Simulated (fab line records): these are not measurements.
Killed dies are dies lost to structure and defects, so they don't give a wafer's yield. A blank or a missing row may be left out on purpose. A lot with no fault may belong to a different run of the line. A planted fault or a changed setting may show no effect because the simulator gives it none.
Problem report, 8D (eight disciplines) form, completed by code :: flow sky130 :: the parts of the form that need people (team, actions taken, sign-off) are left out

## 1. THE ISSUE
VT_ADJUST_NCORE_TW at SKY_VT_ADJUST_NCORE_TW_MEAS_11 reads a mean of 230.7 on 6 wafers of 2 lots; wafers without a fault read 219.6 with a standard deviation of 1.4. That puts it +7.9 standard deviations away from the usual mean.
Seen first at day 12 22:01 on film-metro-03, wafer L440.4. At this step, 36 wafers from 12 lots have a number in the record. Rule for "out" (also "out of limits"): further than 4 standard deviations from the usual mean. The rest of the wafers with a number are treated as sound.

## 2. WHAT IT IS, WHAT IT ISN'T
question: which readings at this step
is: VT_ADJUST_NCORE_TW
is not: -

question: which lots
is: L440, L445
is not: L425, L426, L427, L428, L429, L432, L433, L434, L437, L448

question: which wafers of those lots
is: all that have a number
is not: -

question: read on which gauges
is: film-metro-01, film-metro-03
is not: film-metro-04

question: when
is: from day 12 22:01
is not: up to then (27 sound wafers); but 3 sound wafers of L448 came after

## 3. WHAT RULES OUT EACH SUSPECT
Counting: any tool at a process step up to the reading is kept as a suspect provided that every lot that is out went through it and no sound lot did after the first of them.
- the gauge at SKY_VT_ADJUST_NCORE_TW_MEAS_11 is ruled out. The wafers that are out were read on 2 gauges (film-metro-01, film-metro-03).
- plasma-asher-04 at SKY_VT_ADJUST_LVTN_STRIP_09 (strips in O2/N2): kept. All lots that are out passed through it, beginning with L440 at day 10 22:23, and no sound lot followed; its final sound lot before that point was L433 at day 9 00:20.
- implanter-04 at SKY_VT_ADJUST_NCORE_IMPLANT_09: kept. All lots that are out passed through it, beginning with L440 at day 12 21:49, and no sound lot followed; its final sound lot before that point was L429 at day 9 11:43. Its own readings are out on those wafers: beam-on-s, faraday-current-uA.
Remaining after the count are plasma-asher-04 at SKY_VT_ADJUST_LVTN_STRIP_09 and implanter-04 at SKY_VT_ADJUST_NCORE_IMPLANT_09.

## 4. THE CAUSE (what the simulator had put in)
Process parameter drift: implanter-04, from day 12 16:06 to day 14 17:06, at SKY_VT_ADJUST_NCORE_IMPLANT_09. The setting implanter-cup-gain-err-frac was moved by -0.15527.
After counting, 2 suspects remain, this tool included.

## 5. THE EFFECT CHAIN, in route order
Rows list readings where the struck wafers' mean (over those with a number) sits beyond 3 standard deviations from the usual. Readings are gone through only where the record gives a usual standard deviation; hours: the median, over the lots, of the time from a lot's start at the first step in this table giving one to that lot's start at this step; sigmas: the change measured in usual standard deviations.
hours: 0
step: SKY_VT_ADJUST_NCORE_IMPLANT_09
reading: beam-on-s
usual: 9.98 s
on struck wafers: 11.95
change: +1.97
sigmas: +9.8

hours: 0
step: SKY_VT_ADJUST_NCORE_IMPLANT_09
reading: faraday-current-uA
usual: 13.57
on struck wafers: 11.34
change: -2.23
sigmas: -8.3

hours: 0
step: SKY_VT_ADJUST_NCORE_TW_MEAS_11
reading: VT_ADJUST_NCORE_TW
usual: 219.6
on struck wafers: 230.7
change: +11.1
sigmas: +7.9
The process steps in it:
- SKY_VT_ADJUST_NCORE_IMPLANT_09

## 6. WHAT WOULD HAVE CAUGHT IT SOONER
The first out-of-limits reading at a measuring or inspecting step in this record came at day 12 22:01, 6 hours after the fault's start at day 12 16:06.
At SKY_VT_ADJUST_NCORE_IMPLANT_09, the tool's own readings (beam-on-s, faraday-current-uA) were out on each struck wafer the step has a row for, so an alarm limit on them would have fired on the first such wafer.
L445, from the lots that are out (2), started SKY_VT_ADJUST_NCORE_IMPLANT_09 on implanter-04 later than day 12 22:01. A tool hold placed at that time would have kept it from harm.
